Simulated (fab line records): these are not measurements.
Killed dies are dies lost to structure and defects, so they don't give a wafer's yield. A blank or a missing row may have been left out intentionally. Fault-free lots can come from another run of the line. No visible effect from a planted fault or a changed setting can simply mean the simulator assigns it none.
The tool behind it: which one?    flow sky130    13 lots with 37 wafers sampled at 6 steps, on a route of 708 steps

WHAT THE GAUGES SHOWED, per wafer
SKY_POLY_GATE_OVL_MEAS_14.
lot   measured      on          POLY_GATE_OVL (nm)
L524  day 15 19:49  overlay-02  4 9 3
L525  day 16 16:37  overlay-02  0 -5 1
L526  day 16 17:55  overlay-01  -5 -6 2
L527  day 17 22:19  overlay-02  -7 -1 -7
L528  day 18 07:22  overlay-02  -4 -11 -6
L530  day 18 22:13  overlay-02  0 -4 -5
L532  day 19 17:30  overlay-02  -1 -5
L537  day 21 06:24  overlay-02  1 1
L542  day 22 21:16  overlay-01  -1 1 1
L543  day 23 14:43  overlay-01  2 2 -4
L545  day 24 05:16  overlay-01  5 -3 3
L546  day 24 12:52  overlay-01  4 8 5
L547  day 24 15:28  overlay-02  0 2 4

SKY_SD_P_OVL_MEAS_08.
lot   measured      on          SD_P_OVL (nm)
L524  day 24 23:17  overlay-01  2.5 2.9 0.0
L525  day 25 21:56  overlay-01  1.7 0.5 -1.2
L526  day 25 22:14  overlay-02  0.2 -0.9 0.3
L527  day 26 23:51  overlay-01  1.7 0.2 0.8
L528  day 27 05:14  overlay-01  1.4 1.4 1.2
L530  day 27 23:25  overlay-01  1.3 1.1 -1.2
L532  day 28 14:57  overlay-02  0.6 -0.6
L537  day 30 01:01  overlay-02  0.2 -0.2
L542  day 31 11:03  overlay-02  2.7 1.5 0.3
L543  day 32 03:42  overlay-02  1.9 1.6 0.4
L545  day 32 14:49  overlay-02  -2.6 -3.3 -2.2
L546  day 33 00:55  overlay-02  -0.8 -1.0 -0.7
L547  day 33 02:33  overlay-02  -0.8 -1.9 -1.8

SKY_SD_N_OVL_MEAS_08.
lot   measured      on          SD_N_OVL (nm)
L524  day 27 09:37  overlay-02  -4.3 -2.6 -0.7
L525  day 28 08:15  overlay-01  1.2 -1.0 0.7
L526  day 28 08:33  overlay-01  -0.8 -2.8 -1.5
L527  day 29 09:31  overlay-01  0.8 0.5 0.9
L528  day 29 15:37  overlay-01  -2.6 -0.7 -0.3
L530  day 30 08:51  overlay-02  -1.2 -2.9 -4.0
L532  day 30 23:02  overlay-01  -0.3 -0.3
L537  day 32 07:28  overlay-02  -0.3 -1.6
L542  day 33 17:03  overlay-02  -1.5 -1.7 0.3
L543  day 34 09:07  overlay-01  -0.6 -2.9 -2.8
L545  day 34 20:36  overlay-01  0.3 0.7 2.6
L546  day 35 06:21  overlay-02  -1.1 1.0 -0.5
L547  day 35 08:19  overlay-01  0.6 -0.1 -0.7

SKY_SD_N_RS_MEAS_16: uses a four-point probe to measure.
lot   measured      on             SD_N_RS (ohm/sq)
L524  day 27 10:20  film-metro-03  68.55 68.64 68.56
L525  day 28 08:58  film-metro-01  68.56 68.41 68.51
L526  day 28 09:19  film-metro-03  68.67 68.66 68.47
L527  day 29 10:16  film-metro-01  68.46 68.53 68.65
L528  day 29 16:22  film-metro-01  68.49 68.61 68.54
L530  day 30 09:37  film-metro-01  68.58 68.63 68.56
L532  day 30 23:49  film-metro-03  68.59 70.20
L537  day 32 08:11  film-metro-03  70.27 68.69
L542  day 33 17:46  film-metro-02  68.55 68.63 68.58
L543  day 34 09:51  film-metro-01  68.52 68.66 68.57
L545  day 34 21:19  film-metro-02  68.69 68.52 68.59
L546  day 35 07:05  film-metro-02  68.67 68.50 68.52
L547  day 35 09:02  film-metro-03  68.57 68.55 68.65

TOOL THAT RAN EACH LOT (tool first, then ch and the chambers of the sampled wafers, then the start)
lot   SKY_SD_N_IMPLANT_09              SKY_SD_N_STRIP_11
L524  implanter-02 ch 0, day 27 09:40  plasma-asher-04 ch 0,1, day 27 09:56
L525  implanter-01 ch 0, day 28 08:17  plasma-asher-01 ch 0,1, day 28 08:35
L526  implanter-03 ch 0, day 28 08:35  plasma-asher-03 ch 0,1, day 28 08:53
L527  implanter-03 ch 0, day 29 09:35  plasma-asher-04 ch 0,1, day 29 09:52
L528  implanter-01 ch 0, day 29 15:41  plasma-asher-01 ch 0,1, day 29 15:57
L530  implanter-02 ch 0, day 30 08:55  plasma-asher-01 ch 0,1, day 30 09:11
L532  implanter-03 ch 0, day 30 23:08  plasma-asher-01 ch 0,1, day 30 23:23
L537  implanter-03 ch 0, day 32 07:30  plasma-asher-01 ch 1, day 32 07:48
L542  implanter-02 ch 0, day 33 17:05  plasma-asher-03 ch 0,1, day 33 17:23
L543  implanter-01 ch 0, day 34 09:10  plasma-asher-01 ch 0,1, day 34 09:26
L545  implanter-01 ch 0, day 34 20:38  plasma-asher-03 ch 0,1, day 34 20:56
L546  implanter-02 ch 0, day 35 06:25  plasma-asher-04 ch 0,1, day 35 06:41
L547  implanter-03 ch 0, day 35 08:22  plasma-asher-04 ch 0,1, day 35 08:38
- SKY_SD_N_IMPLANT_09
- SKY_SD_N_STRIP_11: strips in O2/N2.

AS READ BY THE TOOLS THEMSELVES (means over the sampled wafers that have a number; for cases with no such wafer, the mark the record gives instead)
SKY_SD_N_IMPLANT_09.
lot   tool          faraday-current-uA  tilt-deg (degrees)
L524  implanter-02  14118               0.003
L525  implanter-01  11222               0.001
L526  implanter-03  13022               0.003
L527  implanter-03  12958               0.011
L528  implanter-01  11533               0.000
L530  implanter-02  13919               -0.009
L532  implanter-03  14028               -0.016
L537  implanter-03  14001               -0.022
L542  implanter-02  14133               -0.020
L543  implanter-01  11568               0.012
L545  implanter-01  11491               0.013
L546  implanter-02  13941               0.003
L547  implanter-03  12984               -0.016

SKY_SD_N_STRIP_11.
lot   tool             drypump-motor-current-A (A)  oes-product-au (a.u.)  strip-time-to-endpoint-s (s)
L524  plasma-asher-04  5.3                          0.523                  22.61
L525  plasma-asher-01  5.9                          0.530                  22.60
L526  plasma-asher-03  5.5                          0.527                  22.55
L527  plasma-asher-04  5.7                          0.528                  22.60
L528  plasma-asher-01  5.5                          0.531                  22.53
L530  plasma-asher-01  5.5                          0.529                  22.57
L532  plasma-asher-01  5.8                          0.529                  22.31
L537  plasma-asher-01  6.3                          0.534                  22.23
L542  plasma-asher-03  5.5                          0.527                  22.50
L543  plasma-asher-01  5.6                          0.528                  22.57
L545  plasma-asher-03  5.5                          0.526                  22.57
L546  plasma-asher-04  5.7                          0.534                  22.57
L547  plasma-asher-04  5.8                          0.527                  22.55

THE ANSWER, worked out from the rows above alone
Rule: usual is defined by the lots themselves. Put in order of their means at a reading, lots are off if they are a third of the lots or fewer, leave a main group of 4 or more, and stand apart from it by a gap of 3 or more times the standard deviation of the main group's means; of several such gaps the widest counts. A main group is skipped when, at the precision printed for the reading in the tables above, its means are all equal. Also off: a lot with no number at a reading for which 4 or more lots have one. Where the step has rows for the other lots, those lots are counted as sound. First the gauges in route order, then the tools' own readings, where a lot's mean is used as printed above. The first step at which some lot is off is used, and at that step the reading that is off furthest; a lot without a number counts as furthest.
Off: L532, L537, seen at SKY_SD_N_RS_MEAS_16 (SD_N_RS). The main group: mean 68.57 ohm/sq, standard deviation 0.03.
If a tool, at a process step before that reading, ran all the lots that are off and no sound lot after the first of them, it fits. The gauges at SKY_SD_N_RS_MEAS_16 aren't tried: what is off there is off at SKY_SD_N_STRIP_11 too, on other tools, and a gauge's error can't cause that. No candidate that was tried fits.

WHAT THE SIMULATOR PUT IN
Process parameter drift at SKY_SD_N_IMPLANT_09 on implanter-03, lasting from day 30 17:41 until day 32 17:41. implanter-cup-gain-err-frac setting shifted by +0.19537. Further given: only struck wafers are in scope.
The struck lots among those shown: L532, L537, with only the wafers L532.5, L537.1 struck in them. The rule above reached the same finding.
